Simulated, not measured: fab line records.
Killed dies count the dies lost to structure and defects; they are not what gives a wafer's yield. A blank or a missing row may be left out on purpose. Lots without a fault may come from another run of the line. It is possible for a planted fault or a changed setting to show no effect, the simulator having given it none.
One fault seen from 2 desks | flow sky130 | only its own numbers are on each desk; what lay behind them is given at the end

## THE METROLOGY DESK
What the gauges read for every lot (on any tool): the sampled wafers with a number, averaged. Marked OUT: a lot whose mean sits more than 4 standard deviations from the usual mean, which makes it out of limits; the brackets give that distance.
Columns: A = cd nm at SKY_VIA1_CD_MEAS_12, usual 150.1 nm
lot  | first seen here | A
L856 | day 35 07:05    | 148.4
L857 | day 35 09:02    | 150.1
L859 | day 36 06:01    | 150.2
L861 | day 36 09:19    | 151.4
L862 | day 36 23:52    | 151.1
L863 | day 37 05:16    | 153.8
L864 | day 37 08:49    | 151.6
L865 | day 37 23:09    | 151.2
L871 | day 39 12:08    | 153.0
L872 | day 39 23:46    | 146.6
L876 | day 40 18:34    | 149.1
L877 | day 40 22:10    | 150.1
This desk's verdict: no lot among the 12 shows anything out of limits.

## DESK OF THE TOOL OWNER: pvd sputter-01
The tool's own readings at SKY_METAL2_SPUTTER_00 (material Ti, target thk 15 nm, time 10 s): means of the sampled wafers that have a number, for each lot that ran on this tool. Marked OUT: a lot whose mean sits more than 4 standard deviations from the usual mean, which makes it out of limits; the brackets give that distance.
Columns: A = chamber pressure pa at SKY_METAL2_SPUTTER_00, usual 0.4000 Pa; B = throttle valve pct at SKY_METAL2_SPUTTER_00, usual 29.8 %
lot  | first seen here | A                | B
L859 | day 36 07:29    | 0.3994           | 28.7
L862 | day 37 01:22    | 0.3996           | 29.6
L863 | day 37 06:44    | 0.4455 (+58) OUT | 28.6
L864 | day 37 10:17    | 0.4449 (+57) OUT | 26.8
L877 | day 40 23:38    | 0.4001           | 30.1
Finding of this desk: L863, L864 out of limits; the first was L863 at day 37 06:44, on chamber pressure pa at SKY_METAL2_SPUTTER_00. L859, L862, L877: within limits.

## TAKEN TOGETHER
At day 37 06:44, on L863, L864, the tool owner's desk was in a position to raise an alarm.
Nothing out of limits was seen by the metrology desk.
The metrology desk holds a record of L863, L864, inside its limits.
The lots listed all ran SKY_METAL2_SPUTTER_00 on pvd sputter-01.

## WHAT THE SIMULATOR HAD PUT IN
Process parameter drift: pvd sputter-01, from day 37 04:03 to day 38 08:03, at SKY_METAL2_SPUTTER_00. A move of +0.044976 in setting chamber pressure pa, from 0.4. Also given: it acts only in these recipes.
Lots struck among those shown: L863, L864.
Hours from the fault's start to each desk's first reading out of limits: the tool owner's desk, 3.
